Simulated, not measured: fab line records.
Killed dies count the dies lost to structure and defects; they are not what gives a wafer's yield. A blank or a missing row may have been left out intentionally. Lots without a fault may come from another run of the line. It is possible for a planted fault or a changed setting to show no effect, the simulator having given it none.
Tool commonality check / flow gf180mcu / 12 lots, 42 wafers sampled

## WHY THIS WAS OPENED
2 of 12 lots carry a flag on the reading HV_LDD_3_TW at GF_HV_LDD_TW_MEAS_38. Wafers without a fault read 1449, standard deviation 11.
Rule: a lot gets a flag if all its wafers with a number sit over 4 standard deviations from that mean, or if no wafer of it has a number. As for the other lots, they are considered sound.

lot=L513; measured=day 11 19:49; on=film_metro-02; HV_LDD_3_TW, wafer by wafer=1445 1462 1449; flag=
lot=L514; measured=day 12 01:37; on=film_metro-03; HV_LDD_3_TW, wafer by wafer=1454 1451 1450; flag=
lot=L522; measured=day 14 10:12; on=film_metro-03; HV_LDD_3_TW, wafer by wafer=1502 1502 1508 1513 1502 1512; flag=FLAGGED
lot=L523; measured=day 14 15:01; on=film_metro-02; HV_LDD_3_TW, wafer by wafer=1521 1518 1518 1515 1514 1515; flag=FLAGGED
lot=L525; measured=day 15 07:25; on=film_metro-03; HV_LDD_3_TW, wafer by wafer=1450 1446 1453; flag=
lot=L529; measured=day 16 18:51; on=film_metro-02; HV_LDD_3_TW, wafer by wafer=1451 1454 1464; flag=
lot=L530; measured=day 17 00:51; on=film_metro-02; HV_LDD_3_TW, wafer by wafer=1458 1461 1459; flag=
lot=L532; measured=day 17 20:29; on=film_metro-01; HV_LDD_3_TW, wafer by wafer=1436 1445 1440; flag=
lot=L533; measured=day 18 00:45; on=film_metro-01; HV_LDD_3_TW, wafer by wafer=1425 1423 1422; flag=
lot=L534; measured=day 18 10:01; on=film_metro-02; HV_LDD_3_TW, wafer by wafer=1454 1457 1454; flag=
lot=L535; measured=day 18 15:45; on=film_metro-02; HV_LDD_3_TW, wafer by wafer=1454 1457 1462; flag=
lot=L536; measured=day 18 23:00; on=film_metro-03; HV_LDD_3_TW, wafer by wafer=1436 1439 1434; flag=
On average the flagged lots' numbers are 1512, which is +63 against the usual, or +6 standard deviations.

## EACH LOT AND THE TOOL IT RAN ON
The record holds 1 process step before the reading, out of a route of 602 steps. Every cell lists first the tool, next ch and the chambers used by the sampled wafers, and last the start.
lot=L513; flag=; GF_HV_LDD_IMPLANT_34=implanter-01 ch 0, day 11 19:16
lot=L514; flag=; GF_HV_LDD_IMPLANT_34=implanter-04 ch 0, day 12 01:05
lot=L522; flag=FLAGGED; GF_HV_LDD_IMPLANT_34=implanter-02 ch 0, day 14 09:39
lot=L523; flag=FLAGGED; GF_HV_LDD_IMPLANT_34=implanter-02 ch 0, day 14 14:29
lot=L525; flag=; GF_HV_LDD_IMPLANT_34=implanter-04 ch 0, day 15 06:52
lot=L529; flag=; GF_HV_LDD_IMPLANT_34=implanter-04 ch 0, day 16 17:51
lot=L530; flag=; GF_HV_LDD_IMPLANT_34=implanter-01 ch 0, day 17 00:18
lot=L532; flag=; GF_HV_LDD_IMPLANT_34=implanter-01 ch 0, day 17 19:56
lot=L533; flag=; GF_HV_LDD_IMPLANT_34=implanter-04 ch 0, day 18 00:12
lot=L534; flag=; GF_HV_LDD_IMPLANT_34=implanter-02 ch 0, day 18 09:28
lot=L535; flag=; GF_HV_LDD_IMPLANT_34=implanter-04 ch 0, day 18 15:12
lot=L536; flag=; GF_HV_LDD_IMPLANT_34=implanter-02 ch 0, day 18 22:27
What is done by these steps:
- GF_HV_LDD_IMPLANT_34
- GF_HV_LDD_TW_MEAS_38

## FLAGGED AGAINST TOTAL, ONE TOOL AT A TIME (gauges that did the reading follow at the end)
step=GF_HV_LDD_IMPLANT_34; tool=implanter-01; lots run=3; flagged=0; share of the flagged lots=none; sound lots run after its first flagged lot=-
step=GF_HV_LDD_IMPLANT_34; tool=implanter-02; lots run=4; flagged=2; share of the flagged lots=all; sound lots run after its first flagged lot=2 (L534,L536)
step=GF_HV_LDD_IMPLANT_34; tool=implanter-04; lots run=5; flagged=0; share of the flagged lots=none; sound lots run after its first flagged lot=-
step=GF_HV_LDD_TW_MEAS_38; tool=film_metro-01; lots run=2; flagged=0; share of the flagged lots=none; sound lots run after its first flagged lot=-
step=GF_HV_LDD_TW_MEAS_38; tool=film_metro-02; lots run=6; flagged=1; share of the flagged lots=some; sound lots run after its first flagged lot=4 (L529,L530,L534,L535)
step=GF_HV_LDD_TW_MEAS_38; tool=film_metro-03; lots run=4; flagged=1; share of the flagged lots=some; sound lots run after its first flagged lot=2 (L525,L536)

## THE TABLE: WHAT IT ALLOWS
Rows of the table that ran each flagged lot: 1, that is implanter-02 at GF_HV_LDD_IMPLANT_34.
- implanter-02 at GF_HV_LDD_IMPLANT_34: 2 of its 4 lots flagged. Sound lots ran on it after the first flagged one (L534, L536), which a lasting fault on the whole tool wouldn't allow. Its own readings (dose_ions_cm2, faraday_current_uA) fall more than 4 standard deviations out on all wafers of the flagged lots.
Every row of the table either missed a flagged lot or ran a sound lot after the first.

## WHAT HAD BEEN PUT IN BY THE SIMULATOR
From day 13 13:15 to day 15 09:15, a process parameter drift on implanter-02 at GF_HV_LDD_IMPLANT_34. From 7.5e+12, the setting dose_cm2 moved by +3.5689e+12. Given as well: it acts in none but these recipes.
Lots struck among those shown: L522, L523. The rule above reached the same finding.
